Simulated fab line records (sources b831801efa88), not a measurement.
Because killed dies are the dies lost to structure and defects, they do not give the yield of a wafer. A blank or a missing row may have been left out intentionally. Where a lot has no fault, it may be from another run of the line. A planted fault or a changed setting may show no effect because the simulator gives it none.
fab line records ; flow sky130
record lots=5; wafers=15; last_day=50
route steps=708 shown FIELD_ISO@24
lots with no fault: from the same line, run without faults
start_h: the number of hours between the record's first day and the start of the first shown wafer of the lot ; wait_h: hours from the lot's prior step to this one ; " identical to the entry in the row above ; L1.1+2: several wafers, shown together as one row ; - either no value or no given start ; * or withheld: withheld ; < > ~ a bound
route shown NAME@n: a module of which the file shows steps, and the number in the route of the first ; usual: average and standard deviation across the fault-free wafers ; same: alike in all rows ; chamber/n: place in a boat ; sites: each site's reading ; _std_site: standard deviation of those values ; _edge_site: outer sites' mean less inner sites' ; radius_mm: for every site, how far away it sits from the centre of the wafer ; mask NAME#n: copy n ; behind: the tool/chamber that last shaped the wafer ; hold: the reason the lot was held/the length of the hold in hours/how it ended ; device: which transistor (n, p or np) failed to switch ; end of line: at the end of the route, the tests of the same wafers ; a step without rows: its recipe alone ; killed: count of dies lost to structure and defects at first sort (not the wafer's yield) ; map: a wafer's dies, marking killed ones x, the rest . and places with no die _
set.NAME: the setting as run; set.NAME@STEP: as run at that earlier step ; model.NAME: the simulator's own value behind a step, which no gauge read
certain route steps with their lots: each step a table, each wafer a row
services: the hour from which a tool's chamber was out of use, counted from the record's first day as start_h (under 0 if before that day), plus the number of hours and why
## steps
# step SKY_FIELD_ISO_THK_MEAS_23
# recipe reads=SiO2_of_FIELD_ISO_OXIDATION_22
# usual FIELD_ISO_OXIDATION_01_THK=10.11/0.19
lot.wafer;tool;chamber;start_h;wait_h;FIELD_ISO_OXIDATION_01_THK[nm]
L089.3;film_metro-02;-;109.47;0.0;10.01
L089.4;film_metro-02;-;109.47;0.0;9.98
L089.6;film_metro-02;-;109.47;0.0;9.99
L091.2;film_metro-03;-;120.06;0.0;10.10
L091.4;film_metro-03;-;120.06;0.0;10.16
L091.5;film_metro-03;-;120.06;0.0;10.13
L094.1;film_metro-03;-;136.47;0.0;10.20
L094.3;film_metro-03;-;136.47;0.0;10.35
L094.4;film_metro-03;-;136.47;0.0;10.00
L095.1;film_metro-03;-;140.54;0.0;10.02
L095.5;film_metro-03;-;140.54;0.0;10.10
L095.6;film_metro-03;-;140.54;0.0;10.17
L097.2;film_metro-02;-;150.62;0.0;9.97
L097.4;film_metro-02;-;150.62;0.0;10.01
L097.6;film_metro-02;-;150.62;0.0;10.01
# step SKY_FIELD_ISO_CVD_24
# recipe material=SiO2; target_thk_nm=595; temp_c=650; sigma_open_frac=0.3; time_s=99.2; sih4_flow_sccm=60; pressure_mtorr=6
# usual sih4_flow_sccm=60.02/0.19
lot.wafer;tool;chamber;start_h;wait_h;sih4_flow_sccm
L089.3;hdpcvd-01;1;109.54;0.1;59.96
L089.4;hdpcvd-01;0;109.54;0.1;59.99
L089.6;hdpcvd-01;0;109.54;0.1;59.95
L091.2;hdpcvd-01;0;120.11;0.0;59.86
L091.4;hdpcvd-01;2;120.11;0.0;59.75
L091.5;hdpcvd-01;1;120.11;0.0;59.89
L094.1;hdpcvd-02;0;136.53;0.1;59.85
L094.3;hdpcvd-02;2;136.53;0.1;60.22
L094.4;hdpcvd-02;2;136.53;0.1;59.78
L095.1;hdpcvd-02;2;140.60;0.1;60.20
L095.5;hdpcvd-02;1;140.60;0.1;59.94
L095.6;hdpcvd-02;0;140.60;0.1;59.89
L097.2;hdpcvd-02;1;150.67;0.0;59.91
L097.4;hdpcvd-02;2;150.67;0.0;60.07
L097.6;hdpcvd-02;0;150.67;0.0;59.76
# step SKY_FIELD_ISO_THK_MEAS_25
# recipe reads=SiO2_of_FIELD_ISO_CVD_24
# usual FIELD_ISO_CVD_24_THK=594/6
lot.wafer;tool;chamber;start_h;wait_h;FIELD_ISO_CVD_24_THK[nm]
L089.3;film_metro-01;-;109.63;0.1;601
L089.4;film_metro-01;-;109.63;0.1;603
L089.6;film_metro-01;-;109.63;0.1;600
L091.2;film_metro-03;-;120.19;0.0;598
L091.4;film_metro-03;-;120.19;0.0;598
L091.5;film_metro-03;-;120.19;0.0;600
L094.1;film_metro-01;-;136.60;0.0;598
L094.3;film_metro-01;-;136.60;0.0;594
L094.4;film_metro-01;-;136.60;0.0;602
L095.1;film_metro-02;-;140.67;0.0;595
L095.5;film_metro-02;-;140.67;0.0;596
L095.6;film_metro-02;-;140.67;0.0;592
L097.2;film_metro-03;-;150.76;0.0;592
L097.4;film_metro-03;-;150.76;0.0;588
L097.6;film_metro-03;-;150.76;0.0;588
# step SKY_FIELD_ISO_ANNEAL_26
# recipe temp_c=1000; time_s=1800; ambient=N2
lot.wafer;tool;chamber;start_h;wait_h
L089.3+4+6;furnace-01;0;110.70;1.1
L091.2+4+5;furnace-02;0;120.24;0.0
L094.1+3+4;furnace-01;0;137.87;1.3
L095.1+5+6;furnace-01;0;142.05;1.4
L097.2+4+6;furnace-01;0;153.37;2.6
# step SKY_FIELD_ISO_CMP_27
# recipe stop_on=Si3N4; t_overpolish_s=14.79; down_force_psi=4; platen_rpm=60; target_thk_nm=457.8; pad_velocity_m_s=0.94248
# usual motor_current_A=12.8/1.1; overpolish_run_s=14.790/0.009; time_to_endpoint_s=107/4.1
lot.wafer;tool;chamber;start_h;wait_h;motor_current_A;overpolish_run_s;time_to_endpoint_s
L089.3;cmp-02;0;112.20;0.0;13.8;14.782;112
L089.4;cmp-02;3;112.20;0.0;12.8;14.804;115
L089.6;cmp-02;1;112.20;0.0;11.3;14.785;115
L091.4;cmp-01;0;121.74;0.0;14.2;14.782;106
L091.2;cmp-01;2;121.74;0.0;12.9;14.803;111
L091.5;cmp-01;0;121.74;0.0;14.3;14.787;108
L094.1;cmp-02;1;139.37;0.0;12.0;14.787;115
L094.3;cmp-02;3;139.37;0.0;12.5;14.796;114
L094.4;cmp-02;0;139.37;0.0;14.2;14.799;115
L095.1;cmp-01;1;143.65;0.1;13.1;14.794;104
L095.5;cmp-01;3;143.65;0.1;11.3;14.798;107
L095.6;cmp-01;0;143.65;0.1;14.8;14.773;107
L097.2;cmp-01;1;154.92;0.1;12.8;14.793;102
L097.4;cmp-01;3;154.92;0.1;11.7;14.802;104
L097.6;cmp-01;1;154.92;0.1;12.7;14.782;103
# step SKY_FIELD_ISO_WET_ETCH_28
# recipe chemistry=dHF; target_depth_nm=23.7; target=SiO2; dilution=10:1; temp_c=25; time_s=47
lot.wafer;tool;chamber;start_h;wait_h
L089.3+4+6;wet_bench-03;0;112.50;0.2
L091.2+4+5;wet_bench-04;2;122.04;0.1
L094.1+3+4;wet_bench-04;0;139.67;0.2
L095.1+5+6;wet_bench-04;2;143.85;0.1
L097.2+4+6;wet_bench-04;0;155.22;0.2
# step SKY_FIELD_ISO_WET_ETCH_29
# recipe chemistry=H3PO4; target_depth_nm=160; target=Si3N4; temp_c=160; time_s=1825
lot.wafer;tool;chamber;start_h;wait_h
L089.3+4+6;wet_bench-02;0;112.52;0.0
L091.2+4+5;wet_bench-02;0;122.07;0.0
L094.1+3+4;wet_bench-02;3;139.71;0.0
L095.1+5+6;wet_bench-02;1;143.87;0.0
L097.2+4+6;wet_bench-02;0;155.24;0.0
# step SKY_FIELD_ISO_WET_ETCH_30
# recipe chemistry=dHF; target_depth_nm=25; target=SiO2; dilution=10:1; temp_c=25; time_s=50
lot.wafer;tool;chamber;start_h;wait_h
L089.3+4+6;wet_bench-04;1;113.03;0.0
L091.2+4+5;wet_bench-04;1;122.58;0.0
L094.1+3+4;wet_bench-04;0;140.22;0.0
L095.1+5+6;wet_bench-04;2;144.39;0.0
L097.2+4+6;wet_bench-03;3;155.81;0.0
## services
tool;chamber;start_h;hours;kind
hdpcvd-02;-;137.93;1.1;repair
hdpcvd-02;-;142.59;1.1;repair
cmp-01;-;143.97;0.6;repair
cmp-02;-;154.16;1.8;repair
## key
fault none
